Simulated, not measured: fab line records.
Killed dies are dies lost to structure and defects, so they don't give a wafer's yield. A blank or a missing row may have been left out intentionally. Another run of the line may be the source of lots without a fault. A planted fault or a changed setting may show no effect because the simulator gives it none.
fab line records | flow sky130
record lots=6 | wafers=18 | last_day=50
route steps=708 shown DNWELL@41 PWDE@45 PAD_OPEN@708
lots that met no fault: taken from a fault-free run of the same line
start_h: hours from the record's first day to the start of the lot's first wafer shown | wait_h: hours elapsed since this lot's preceding step | " identical to the entry in the row above | L1.1+2: one row covering several wafers at once | - value missing, or start not given | * or withheld: withheld | < > ~ a bound
route shown NAME@n: NAME is a module with steps in the file, n the number in the route of the first one | usual: average and standard deviation across the fault-free wafers | same: alike in all rows | chamber/n: place in a boat | sites: readings site by site | _std_site: how widely they spread, as a standard deviation | _edge_site: mean of outer sites minus mean of inner sites | radius_mm: for every site, how far away it sits from the centre of the wafer | mask NAME#n: copy n | behind: tool/chamber where the wafer was last shaped | hold: reason for holding the lot/hours on hold/outcome of the hold | device: the n, p or np transistor that did not switch | end of line: the same wafers' tests at the end of the route | a step without rows: its recipe alone | killed: at the first sort, the dies lost to defects and structure; wafer yield is something else | map: a wafer's dies, marking killed ones x, the rest . and places with no die _
set.NAME: the setting as run; set.NAME@STEP: as run at that earlier step | model.NAME: the simulator's own value behind a step, which no gauge read
lots at some steps of the route; a table a step, a row a wafer
services: when a tool's chamber went out of use (start_h, in hours from the record's first day, below 0 if earlier), for how many hours, and the reason
## steps
# step SKY_DNWELL_DEVELOP_06
# recipe wall_angle_deg=90 | developer=TMAH | develop_time_s=60 | dev_temp_c=23
# step SKY_DNWELL_IMPLANT_07
# recipe species=P | energy_kev=withheld | dose_cm2=withheld | tilt_deg=withheld
# step SKY_DNWELL_STRIP_08
# recipe chemistry=O2/N2 | power_w=1400 | pressure_mtorr=1500 | platen_temp_c=withheld | o2_flow_sccm=3000 | n2_flow_sccm=300 | overash_fraction=0.5
# usual drypump_motor_current_A=5.11/0.21 | oes_product_au=0.722/0.0043 | strip_time_to_endpoint_s=36.91/0.074
lot.wafer | tool            | chamber | start_h | wait_h | drypump_motor_current_A | oes_product_au | rf_hours_counter_h | strip_time_to_endpoint_s
L691.3    | plasma_asher-02 | 0       | 85.70   | 0.1    | 4.78                    | 0.727          | -                  | 36.99
L691.4    | "               | 1       | "       | "      | 5.04                    | 0.726          | -                  | 36.89
L691.6    | "               | 1       | "       | "      | 5.04                    | 0.728          | -                  | 36.79
L697.3    | plasma_asher-03 | 0       | 117.01  | 0.1    | 5.12                    | 0.724          | -                  | 36.91
L697.4    | "               | 1       | "       | "      | 5.32                    | 0.721          | -                  | 36.86
L697.5    | "               | 1       | "       | "      | 5.35                    | 0.724          | -                  | 36.90
L704.1    | plasma_asher-02 | 1       | 153.21  | 0.1    | 5.02                    | 0.728          | 36                 | 37.00
L704.4    | "               | 0       | "       | "      | 4.79                    | 0.729          | -                  | 37.00
L704.6    | "               | 1       | "       | "      | 5.03                    | 0.726          | -                  | 36.93
L705.1    | plasma_asher-04 | 0       | 157.36  | 0.1    | 5.46                    | 0.725          | 4                  | 36.92
L705.2    | "               | 1       | "       | "      | 4.92                    | 0.715          | 4                  | 36.91
L705.3    | "               | 1       | "       | "      | 4.92                    | 0.724          | -                  | 36.94
L706.1    | plasma_asher-02 | 1       | 161.12  | 0.1    | 5.03                    | 0.727          | 36                 | 36.92
L706.3    | "               | 1       | "       | "      | 5.03                    | 0.731          | -                  | 36.91
L706.5    | "               | 0       | "       | "      | 4.78                    | 0.724          | -                  | 36.90
L709.3    | plasma_asher-02 | 1       | 178.55  | 0.1    | 5.03                    | 0.724          | -                  | 36.89
L709.4    | "               | 0       | "       | "      | 4.77                    | 0.722          | -                  | 36.77
L709.5    | "               | 0       | "       | "      | 4.78                    | 0.714          | -                  | 36.84
# step SKY_DNWELL_TW_MEAS_09
# usual DNWELL_TW=1111/9.6
lot.wafer | tool          | chamber | start_h | wait_h | DNWELL_TW
L691.3    | film_metro-03 | -       | 85.79   | 0.1    | 1119
L691.4    | "             | -       | "       | "      | 1118
L691.6    | "             | -       | "       | "      | 1116
L697.3    | film_metro-04 | -       | 117.10  | 0.1    | 1113
L697.4    | "             | -       | "       | "      | 1114
L697.5    | "             | -       | "       | "      | 1102
L704.1    | film_metro-02 | -       | 153.31  | 0.1    | 1098
L704.4    | "             | -       | "       | "      | 1108
L704.6    | "             | -       | "       | "      | 1101
L705.1    | film_metro-02 | -       | 157.46  | 0.1    | 1102
L705.2    | "             | -       | "       | "      | 1096
L705.3    | "             | -       | "       | "      | 1105
L706.1    | film_metro-04 | -       | 161.22  | 0.1    | 1112
L706.3    | "             | -       | "       | "      | 1113
L706.5    | "             | -       | "       | "      | 1115
L709.3    | film_metro-04 | -       | 178.64  | 0.1    | 1119
L709.4    | "             | -       | "       | "      | 1121
L709.5    | "             | -       | "       | "      | 1120
# step SKY_PWDE_DEHYDRATE_00
# recipe temp_c=200 | time_s=60
# step SKY_PWDE_HMDS_01
# recipe prime_time_s=60 | prime_temp_c=120
# step SKY_PWDE_COAT_02
# recipe spin_rpm=2000 | resist_thk_nm=3000
# step SKY_PWDE_SOFTBAKE_03
# recipe temp_c=110 | time_s=withheld
# step SKY_PWDE_EXPOSE_04
# recipe mask_id=PWDEM | na=0.6 | source_shape=conventional | sigma_outer=0.6 | polarization=unpolarized | target_cd_nm=840 | dose_mj=214
# step SKY_PWDE_PEB_05
# recipe temp_c=115 | time_s=withheld
# step SKY_PWDE_DEVELOP_06
# recipe wall_angle_deg=90 | developer=TMAH | develop_time_s=60 | dev_temp_c=23
# step SKY_PWDE_OVL_MEAS_07
# usual PWDE_OVL=0.7/1.7
lot.wafer | tool       | chamber | start_h | wait_h | PWDE_OVL[nm]
L691.3    | overlay-01 | -       | 102.97  | -      | 1.3
L691.4    | "          | -       | "       | "      | 0.3
L691.6    | "          | -       | "       | "      | 0.5
L697.3    | overlay-01 | -       | 136.02  | -      | 1.1
L697.4    | "          | -       | "       | "      | 0.5
L697.5    | "          | -       | "       | "      | -0.7
L704.1    | overlay-01 | -       | 173.47  | -      | -2.7
L704.4    | "          | -       | "       | "      | -2.2
L704.6    | "          | -       | "       | "      | -3.0
L705.1    | overlay-01 | -       | 177.42  | -      | 0.5
L705.2    | "          | -       | "       | "      | 1.5
L705.3    | "          | -       | "       | "      | 2.3
L706.1    | overlay-01 | -       | 181.32  | -      | -1.6
L706.3    | "          | -       | "       | "      | 0.9
L706.5    | "          | -       | "       | "      | -1.3
L709.3    | overlay-02 | -       | 199.27  | -      | 0.8
L709.4    | "          | -       | "       | "      | -0.2
L709.5    | "          | -       | "       | "      | -1.6
# step SKY_PWDE_IMPLANT_08
# recipe species=B | energy_kev=150 | dose_cm2=3.6e+12 | tilt_deg=withheld
# usual beam_energy_keV=149.99/0.043 | dose_ions_cm2=3.6e+12/4e+09
lot.wafer | tool         | chamber | start_h | wait_h | beam_energy_keV | dose_ions_cm2 | model.implant.drp_nm
L691.3    | implanter-02 | 0       | 103.04  | 0.1    | 149.99          | 3.602e+12     | 97.97
L691.4    | "            | 0       | "       | "      | 149.92          | 3.602e+12     | 97.97
L691.6    | "            | 0       | "       | "      | 149.96          | 3.607e+12     | 97.97
L697.3    | implanter-02 | 0       | 136.09  | 0.1    | 149.97          | 3.599e+12     | 97.97
L697.4    | "            | 0       | "       | "      | 150.03          | 3.601e+12     | 97.97
L697.5    | "            | 0       | "       | "      | 150.01          | 3.601e+12     | 97.97
L704.1    | implanter-01 | 0       | 173.50  | 0.0    | 149.99          | 3.597e+12     | 97.97
L704.4    | "            | 0       | "       | "      | 149.98          | 3.598e+12     | 97.97
L704.6    | "            | 0       | "       | "      | 149.94          | 3.598e+12     | 97.97
L705.1    | implanter-02 | 0       | 177.46  | 0.0    | 152.25          | 3.601e+12     | 98.57
L705.2    | "            | 0       | "       | "      | 152.36          | 3.601e+12     | 98.57
L705.3    | "            | 0       | "       | "      | 152.27          | 3.605e+12     | 98.57
L706.1    | implanter-02 | 0       | 181.35  | 0.0    | 152.31          | 3.601e+12     | 98.57
L706.3    | "            | 0       | "       | "      | 152.24          | 3.603e+12     | 98.57
L706.5    | "            | 0       | "       | "      | 152.28          | 3.601e+12     | 98.57
L709.3    | implanter-01 | 0       | 199.34  | 0.1    | 150.04          | 3.603e+12     | 97.97
L709.4    | "            | 0       | "       | "      | 150.03          | 3.603e+12     | 97.97
L709.5    | "            | 0       | "       | "      | 150.05          | 3.601e+12     | 97.97
# step SKY_PWDE_STRIP_09
# recipe chemistry=O2/N2 | power_w=1400 | pressure_mtorr=1500 | platen_temp_c=withheld | o2_flow_sccm=3000 | n2_flow_sccm=300 | overash_fraction=0.5
# usual drypump_motor_current_A=5.5/0.47 | oes_product_au=0.722/0.0044 | strip_time_to_endpoint_s=36.91/0.1
lot.wafer | tool            | chamber | start_h | wait_h | drypump_motor_current_A | oes_product_au | rf_hours_counter_h | strip_time_to_endpoint_s
L691.3    | plasma_asher-03 | 1       | 103.18  | 0.1    | 5.3                     | 0.718          | -                  | 36.99
L691.4    | "               | 0       | "       | "      | 5.1                     | 0.711          | -                  | 36.92
L691.6    | "               | 0       | "       | "      | 5.2                     | 0.728          | -                  | 36.99
L697.3    | plasma_asher-03 | 1       | 136.23  | 0.1    | 5.3                     | 0.727          | -                  | 36.80
L697.4    | "               | 0       | "       | "      | 5.1                     | 0.718          | -                  | 36.81
L697.5    | "               | 0       | "       | "      | 5.1                     | 0.723          | -                  | 36.81
L704.1    | plasma_asher-03 | 1       | 173.65  | 0.1    | 5.3                     | 0.720          | 47                 | 37.02
L704.4    | "               | 0       | "       | "      | 5.1                     | 0.719          | -                  | 37.11
L704.6    | "               | 1       | "       | "      | 5.3                     | 0.714          | -                  | 37.10
L705.1    | plasma_asher-04 | 1       | 177.61  | 0.1    | 4.9                     | 0.725          | 6                  | 37.04
L705.2    | "               | 0       | "       | "      | 5.5                     | 0.719          | 6                  | 37.15
L705.3    | "               | 1       | "       | "      | 5.0                     | 0.721          | -                  | 36.98
L706.1    | plasma_asher-01 | 0       | 181.50  | 0.1    | 6.2                     | 0.726          | 51                 | 36.90
L706.3    | "               | 0       | "       | "      | 6.2                     | 0.731          | -                  | 36.99
L706.5    | "               | 0       | "       | "      | 6.2                     | 0.725          | -                  | 37.08
L709.3    | plasma_asher-04 | 0       | 199.48  | 0.1    | 5.4                     | 0.722          | -                  | 36.96
L709.4    | "               | 1       | "       | "      | 4.9                     | 0.721          | -                  | 36.92
L709.5    | "               | 0       | "       | "      | 5.5                     | 0.713          | -                  | 37.07
# step SKY_PAD_OPEN_PROBE_99
# usual killed_at_M0_to_M3=43/7.1 | killed_at_M4_up=3/1.7 | killed_at_contacts=25/5.6 | killed_at_front_end=16/4.1 | killed_at_other=0.2/0.49 | killed_dies=87/9.8 | killed_open=47/7.6 | killed_short=40/6.1
# same gross_dies=492 | killed_at_back_side=0
lot.wafer | tool      | chamber | start_h | wait_h | killed_at_M0_to_M3 | killed_at_M4_up | killed_at_contacts | killed_at_front_end | killed_at_other | killed_dies | killed_open | killed_short
L691.3    | prober-01 | -       | 1113.42 | 0.2    | 41                 | 1               | 27                 | 13                  | 0               | 82          | 47          | 35
L691.4    | prober-01 | -       | 1113.47 | 0.2    | 48                 | 3               | 24                 | 13                  | 1               | 89          | 48          | 41
L691.6    | prober-01 | -       | 1113.57 | 0.2    | 60                 | 2               | 27                 | 11                  | 0               | 100         | 54          | 46
# killed by level:class
L691.3 CONTACT:geometric_particle:open=14 VIA1:geometric_particle:open=9 METAL2:geometric_particle:short=6 VIA3:geometric_particle:open=6 POLY_GATE:geometric_particle:open=4 LI_CONTACT:geometric_particle:open=4 LOCAL_INTERCONNECT:geometric_particle:short=4 CONTACT:geometric_particle:short=4
L691.4 VIA1:geometric_particle:open=13 VIA2:geometric_particle:open=11 CONTACT:geometric_particle:open=8 LOCAL_INTERCONNECT:geometric_particle:short=5 CONTACT:geometric_particle:short=5 VIA1:geometric_particle:short=5 FIELD_ISO:geometric_particle:short=4 LI_CONTACT:geometric_particle:open=4
L691.6 VIA3:geometric_particle:open=13 VIA2:geometric_particle:open=11 CONTACT:geometric_particle:open=9 VIA1:geometric_particle:short=8 LI_CONTACT:geometric_particle:open=7 VIA1:geometric_particle:open=7 POLY_GATE:geometric_particle:short=6 METAL1:geometric_particle:short=6
## services
tool            | chamber | start_h | hours | kind
implanter-02    | -       | 97.61   | 4.3   | repair
plasma_asher-04 | -       | 108.75  | 9.0   | pm
plasma_asher-04 | 0       | 108.75  | 9.0   | vent_cycle
plasma_asher-04 | 1       | 108.75  | 9.0   | vent_cycle
plasma_asher-04 | 0       | 117.75  | -     | clean
plasma_asher-04 | 1       | 117.75  | -     | clean
implanter-02    | -       | 159.52  | 5.9   | pm
plasma_asher-03 | -       | 161.87  | 0.6   | repair
plasma_asher-02 | -       | 164.24  | 0.3   | repair
plasma_asher-01 | -       | 182.47  | 1.2   | repair
## key
first_sign step=SKY_PWDE_IMPLANT_08 | reading=beam_energy_keV | direction=up | sigmas=53 | usual=* | struck=*
effect none on later readings
model_effect step=SKY_PWDE_IMPLANT_08 | value=implant.drp_nm | without=97.97 | struck=98.57
met_at SKY_PWDE_IMPLANT_08
struck_wafers L705.1,L705.2,L705.3,L706.1,L706.3,L706.5
tester_left_out L705,L706
onset_between 136.09 177.46
fault kind=process_parameter_drift | tool=implanter-02 | chamber=- | onset_h=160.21 | steps=SKY_PWDE_IMPLANT_08 | channel=energy_kev | offset=* | shape=step | end_h=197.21 | acts_in=* | stated=*
# tester_left_out: of these lots the tester's yield and bins aren't shown, on N5 and GAA mostly nor the transistor test; their killed dies are dies lost to structure and defects alone, not to doping, threshold or leakage, so they don't give the yield
